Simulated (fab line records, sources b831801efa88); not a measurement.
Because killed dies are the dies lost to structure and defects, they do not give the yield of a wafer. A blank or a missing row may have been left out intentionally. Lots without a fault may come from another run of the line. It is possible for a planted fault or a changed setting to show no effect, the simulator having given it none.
The tool behind it: which one? / flow gf180mcu / Sampling: 14 lots, 42 wafers, 5 of 602 route steps

## WHAT EACH GAUGE READ, for each wafer
GF_POLY_GATE_OVL_MEAS_11. Usual: POLY_GATE_OVL typically reads 3 nm, with standard deviation 5.7.
lot=L369; measured=day 9 02:09; on=overlay-01; POLY_GATE_OVL (nm)=0 1 5; flag=
lot=L370; measured=day 9 07:51; on=overlay-01; POLY_GATE_OVL (nm)=1 6 1; flag=
lot=L371; measured=day 9 15:52; on=overlay-01; POLY_GATE_OVL (nm)=5 7 3; flag=
lot=L373; measured=day 10 09:05; on=overlay-02; POLY_GATE_OVL (nm)=6 2 6; flag=
lot=L375; measured=day 11 04:14; on=overlay-02; POLY_GATE_OVL (nm)=1 1 0; flag=
lot=L376; measured=day 11 09:36; on=overlay-01; POLY_GATE_OVL (nm)=10 12 7; flag=
lot=L377; measured=day 11 22:51; on=overlay-02; POLY_GATE_OVL (nm)=6 5 5; flag=
lot=L378; measured=day 12 05:32; on=overlay-01; POLY_GATE_OVL (nm)=-2 -3 -2; flag=
lot=L379; measured=day 12 09:02; on=overlay-01; POLY_GATE_OVL (nm)=-3 -9 -11; flag=
lot=L381; measured=day 12 18:29; on=overlay-02; POLY_GATE_OVL (nm)=11 12 3; flag=
lot=L382; measured=day 13 01:44; on=overlay-02; POLY_GATE_OVL (nm)=-4 -5 -8; flag=
lot=L383; measured=day 13 11:37; on=overlay-02; POLY_GATE_OVL (nm)=1 0 8; flag=
lot=L390; measured=day 15 15:56; on=overlay-01; POLY_GATE_OVL (nm)=11 5 6; flag=
lot=L391; measured=day 15 18:26; on=overlay-01; POLY_GATE_OVL (nm)=4 7 4; flag=

GF_HV_LDD_CD_MEAS_07: the cd target is 400 nm. Usual: cd_nm reads 400.1 nm (standard deviation 2.2).
lot=L369; measured=day 9 21:10; on=cd_sem-02; cd_nm (nm)=397.6 397.7 397.6; flag=
lot=L370; measured=day 10 03:29; on=cd_sem-02; cd_nm (nm)=400.2 402.1 400.5; flag=
lot=L371; measured=day 10 11:24; on=cd_sem-02; cd_nm (nm)=403.9 402.3 401.7; flag=
lot=L373; measured=day 11 07:50; on=cd_sem-02; cd_nm (nm)=400.8 399.9 400.4; flag=
lot=L375; measured=day 12 00:22; on=cd_sem-02; cd_nm (nm)=400.5 401.9 399.4; flag=
lot=L376; measured=day 12 06:13; on=cd_sem-02; cd_nm (nm)=394.7 392.6 396.3; flag=
lot=L377; measured=day 12 19:38; on=cd_sem-02; cd_nm (nm)=399.6 397.1 396.3; flag=
lot=L378; measured=day 13 02:31; on=cd_sem-02; cd_nm (nm)=401.6 401.4 401.7; flag=
lot=L379; measured=day 13 06:44; on=cd_sem-01; cd_nm (nm)=398.6 399.7 399.6; flag=
lot=L381; measured=day 13 16:03; on=cd_sem-02; cd_nm (nm)=400.8 401.3 399.5; flag=
lot=L382; measured=day 13 23:08; on=cd_sem-01; cd_nm (nm)=400.8 401.9 401.4; flag=
lot=L383; measured=day 14 09:43; on=cd_sem-01; cd_nm (nm)=398.4 403.2 399.5; flag=
lot=L390; measured=day 16 16:16; on=cd_sem-01; cd_nm (nm)=399.1 402.9 400.5; flag=
lot=L391; measured=day 16 20:20; on=cd_sem-01; cd_nm (nm)=403.3 404.3 403.7; flag=

GF_HV_LDD_OVL_MEAS_08. Usual: HV_LDD_OVL typically reads 0.4 nm, with standard deviation 1.5.
lot=L369; measured=day 9 21:17; on=overlay-01; HV_LDD_OVL (nm)=-0.6 -0.3 0.0; flag=
lot=L370; measured=day 10 03:35; on=overlay-01; HV_LDD_OVL (nm)=2.9 1.2 1.9; flag=
lot=L371; measured=day 10 11:29; on=overlay-01; HV_LDD_OVL (nm)=1.6 -0.7 0.0; flag=
lot=L373; measured=day 11 07:57; on=overlay-02; HV_LDD_OVL (nm)=2.5 2.6 2.4; flag=
lot=L375; measured=day 12 00:29; on=overlay-02; HV_LDD_OVL (nm)=-0.6 -0.1 -0.6; flag=
lot=L376; measured=day 12 06:18; on=overlay-02; HV_LDD_OVL (nm)=0.4 1.3 0.9; flag=
lot=L377; measured=day 12 19:45; on=overlay-01; HV_LDD_OVL (nm)=0.3 0.3 0.4; flag=
lot=L378; measured=day 13 02:38; on=overlay-02; HV_LDD_OVL (nm)=-0.4 0.2 -0.3; flag=
lot=L379; measured=day 13 06:50; on=overlay-02; HV_LDD_OVL (nm)=1.6 0.1 0.8; flag=
lot=L381; measured=day 13 16:08; on=overlay-01; HV_LDD_OVL (nm)=2.5 3.2 2.4; flag=
lot=L382; measured=day 13 23:14; on=overlay-02; HV_LDD_OVL (nm)=0.5 -0.5 -1.8; flag=
lot=L383; measured=day 14 09:50; on=overlay-02; HV_LDD_OVL (nm)=-0.1 1.7 0.6; flag=
lot=L390; measured=day 16 16:23; on=overlay-01; HV_LDD_OVL (nm)=0.5 0.8 1.3; flag=
lot=L391; measured=day 16 20:26; on=overlay-02; HV_LDD_OVL (nm)=3.0 2.2 2.6; flag=

GF_HV_LDD_CD_MEAS_31: the cd target is 400 nm. Usual: cd_nm reads 399.7 nm (standard deviation 2.4).
lot=L369; measured=day 11 08:48; on=cd_sem-02; cd_nm (nm)=402.3 400.9 399.5; flag=
lot=L370; measured=day 11 15:29; on=cd_sem-02; cd_nm (nm)=396.1 396.0 395.7; flag=
lot=L371; measured=day 11 23:50; on=cd_sem-02; cd_nm (nm)=398.8 397.6 398.9; flag=
lot=L373; measured=day 12 22:08; on=cd_sem-01; cd_nm (nm)=403.3 401.4 403.8; flag=
lot=L375; measured=day 13 16:40; on=cd_sem-02; cd_nm (nm)=400.5 400.3 399.4; flag=
lot=L376; measured=day 13 21:54; on=cd_sem-02; cd_nm (nm)=398.2 397.7 394.6; flag=
lot=L377; measured=day 14 12:38; on=cd_sem-01; cd_nm (nm)=402.0 399.6 399.1; flag=
lot=L378; measured=day 14 20:02; on=cd_sem-02; cd_nm (nm)=403.4 405.2 404.6; flag=
lot=L379; measured=day 15 00:04; on=cd_sem-01; cd_nm (nm)=376.8 377.4 377.5; flag=OFF
lot=L381; measured=day 15 10:57; on=cd_sem-01; cd_nm (nm)=402.7 401.7 401.0; flag=
lot=L382; measured=day 15 18:29; on=cd_sem-02; cd_nm (nm)=395.1 395.8 396.2; flag=
lot=L383; measured=day 16 04:55; on=cd_sem-02; cd_nm (nm)=378.8 377.8 380.5; flag=OFF
lot=L390; measured=day 18 15:53; on=cd_sem-01; cd_nm (nm)=398.1 397.0 398.8; flag=
lot=L391; measured=day 18 20:59; on=cd_sem-02; cd_nm (nm)=404.2 402.1 405.5; flag=

## WHICH TOOL RAN EACH LOT (tool, then ch and the chambers of the sampled wafers, then the start)
lot=L369; GF_HV_LDD_EXPOSE_28=iline_stepper-01 ch 0, day 11 00:09
lot=L370; GF_HV_LDD_EXPOSE_28=iline_stepper-01 ch 0, day 11 06:41
lot=L371; GF_HV_LDD_EXPOSE_28=iline_stepper-01 ch 0, day 11 14:54
lot=L373; GF_HV_LDD_EXPOSE_28=iline_stepper-02 ch 0, day 12 12:56
lot=L375; GF_HV_LDD_EXPOSE_28=iline_stepper-02 ch 0, day 13 07:08
lot=L376; GF_HV_LDD_EXPOSE_28=iline_stepper-02 ch 0, day 13 12:08
lot=L377; GF_HV_LDD_EXPOSE_28=iline_stepper-02 ch 0, day 14 02:05
lot=L378; GF_HV_LDD_EXPOSE_28=iline_stepper-01 ch 0, day 14 09:58
lot=L379; GF_HV_LDD_EXPOSE_28=iline_stepper-02 ch 0, day 14 13:54
lot=L381; GF_HV_LDD_EXPOSE_28=iline_stepper-01 ch 0, day 15 00:10
lot=L382; GF_HV_LDD_EXPOSE_28=iline_stepper-01 ch 0, day 15 08:05
lot=L383; GF_HV_LDD_EXPOSE_28=iline_stepper-02 ch 0, day 15 18:15
lot=L390; GF_HV_LDD_EXPOSE_28=iline_stepper-01 ch 0, day 18 03:58
lot=L391; GF_HV_LDD_EXPOSE_28=iline_stepper-01 ch 0, day 18 09:22
- GF_HV_LDD_EXPOSE_28: exposes mask Nplus HV AREA, target cd 400 nm.

## WHAT THE TOOLS THEMSELVES READ (means of the sampled wafers that have a number; where no wafer has one, the mark that the record gives instead)
GF_HV_LDD_EXPOSE_28. Usual: exposure_dose_mJ_cm2 reads 139.99 (standard deviation 0.14).
lot=L369 tool=iline_stepper-01 exposure_dose_mJ_cm2=139.99 flag=
lot=L370 tool=iline_stepper-01 exposure_dose_mJ_cm2=140.02 flag=
lot=L371 tool=iline_stepper-01 exposure_dose_mJ_cm2=140.28 flag=
lot=L373 tool=iline_stepper-02 exposure_dose_mJ_cm2=140.10 flag=
lot=L375 tool=iline_stepper-02 exposure_dose_mJ_cm2=139.91 flag=
lot=L376 tool=iline_stepper-02 exposure_dose_mJ_cm2=139.84 flag=
lot=L377 tool=iline_stepper-02 exposure_dose_mJ_cm2=140.06 flag=
lot=L378 tool=iline_stepper-01 exposure_dose_mJ_cm2=139.92 flag=
lot=L379 tool=iline_stepper-02 exposure_dose_mJ_cm2=129.74 flag=OFF
lot=L381 tool=iline_stepper-01 exposure_dose_mJ_cm2=139.77 flag=
lot=L382 tool=iline_stepper-01 exposure_dose_mJ_cm2=140.04 flag=
lot=L383 tool=iline_stepper-02 exposure_dose_mJ_cm2=129.61 flag=OFF
lot=L390 tool=iline_stepper-01 exposure_dose_mJ_cm2=140.05 flag=
lot=L391 tool=iline_stepper-01 exposure_dose_mJ_cm2=140.04 flag=

## THE ANSWER, worked out from the rows above alone
Rule: a lot is off if the mean of its wafers that have a number lies more than 3 standard deviations from the usual mean. Also off: a lot with no number at a reading for which 4 or more lots have one. The other lots that the step has rows for count as sound. After the gauges, taken in route order, come the tools' own readings; for these a lot's mean is taken, as printed above. The first step at which some lot is off is used, and at that step the reading that is off furthest; a lot without a number counts as furthest.
Off: L379, L383 (GF_HV_LDD_CD_MEAS_31, cd_nm).
A tool fits if, at a process step before that reading, it ran every lot that is off, and no sound lot after the first of them. The gauges at GF_HV_LDD_CD_MEAS_31 aren't tried: what is off there is off at GF_HV_LDD_EXPOSE_28 too, on other tools, and a gauge's error can't cause that. One fits: iline_stepper-02 at GF_HV_LDD_EXPOSE_28. Its last sound lot is L377 (day 14 02:05), its first lot that is off L379 (day 14 13:54): a fault that began between those two fits.
On the lots that are off, the tool's own readings at GF_HV_LDD_EXPOSE_28 differ by more than 5 times the standard deviation of the sound lots' means, which bears it out; exposure_dose_mJ_cm2 reads 129.68 there versus 140.00 on the sound lots.

## WHAT THE SIMULATOR HAD PUT IN
Drift in process parameters on iline_stepper-02 at GF_HV_LDD_EXPOSE_28, starting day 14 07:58. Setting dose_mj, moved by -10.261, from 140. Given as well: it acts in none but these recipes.
Shown lots that were struck: L379, L383. This agrees with what the rule above found.
